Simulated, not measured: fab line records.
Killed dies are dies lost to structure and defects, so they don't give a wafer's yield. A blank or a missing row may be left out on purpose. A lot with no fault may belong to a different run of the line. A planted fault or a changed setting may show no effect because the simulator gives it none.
Matching of chambers    flow sky130    SKY_VIA2_CMP_24 on cmp-02: 4 sister chambers
The step polishes, stops on SiO2, t overpolish 20 s, target thk 0 nm. 14 wafers are shown with their chamber, then 7 later ones without.

== WAFERS WITH THEIR CHAMBER ==
wafer   chamber  motorCurrentA (A)  timeToEndpointS (s)  overpolishRunS (s)
L795.1  1        8.8                102                  19.988
L795.3  3        11.7               94                   19.999
L795.4  0        11.2               102                  19.998
L798.1  3        12.0               95                   19.997
L798.3  0        11.4               99                   20.001
L798.5  0        10.1               96                   19.999
L810.2  1        8.8                97                   19.997
L810.4  0        11.1               90                   19.992
L810.5  3        12.3               93                   19.991
L811.1  1        9.0                103                  20.006
L811.3  2        10.2               97                   19.992
L811.6  2        10.0               93                   19.980
L813.1  0        10.9               101                  20.001
L813.2  1        8.7                102                  19.986

SIGNATURES (averages over the wafers above)
reading          chamber 0  chamber 1  chamber 2  chamber 3  scatter within a chamber
motorCurrentA    10.940     8.825      10.100     12.000     0.355
timeToEndpointS  97.60      101.00     95.00      94.00      3.54
overpolishRunS   19.99820   19.99425   19.98600   19.99567   0.00644
Rule: distance of a wafer from a chamber = root of the sum over the readings of ((wafer's reading minus chamber's mean) / reading's scatter) squared. If the next closest chamber is less than 2 further off than the closest, the wafer can't be placed; otherwise it belongs to the closest. The scatter is the square root of a quotient: the sum, over the shown wafers, of each reading's squared deviation from its chamber's mean, divided by wafers minus chambers.

== WAFERS WITHOUT THEIR CHAMBER ==
wafer   motorCurrentA (A)  timeToEndpointS (s)  overpolishRunS (s)
L813.5  9.9                97                   19.994
L814.3  11.4               104                  20.012
L814.5  12.8               97                   19.998
L814.6  10.9               105                  19.994
L815.1  11.6               103                  20.000
L815.3  10.0               100                  19.990
L815.6  11.5               104                  20.000

== WHICH CHAMBER EACH ONE RAN IN ==
wafer   from the rows above           in truth
L813.5  can't be placed: 2 or 0 or 1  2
L814.3  can't be placed: 0 or 3       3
L814.5  3                             3
L814.6  can't be placed: 0 or 2       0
L815.1  can't be placed: 0 or 3       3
L815.3  can't be placed: 2 or 0 or 1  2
L815.6  can't be placed: 0 or 3       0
1 of 7 placed correctly. Unplaceable from these rows: 6, with the true chamber sitting among the candidates in 6. Number placed wrongly: 0.
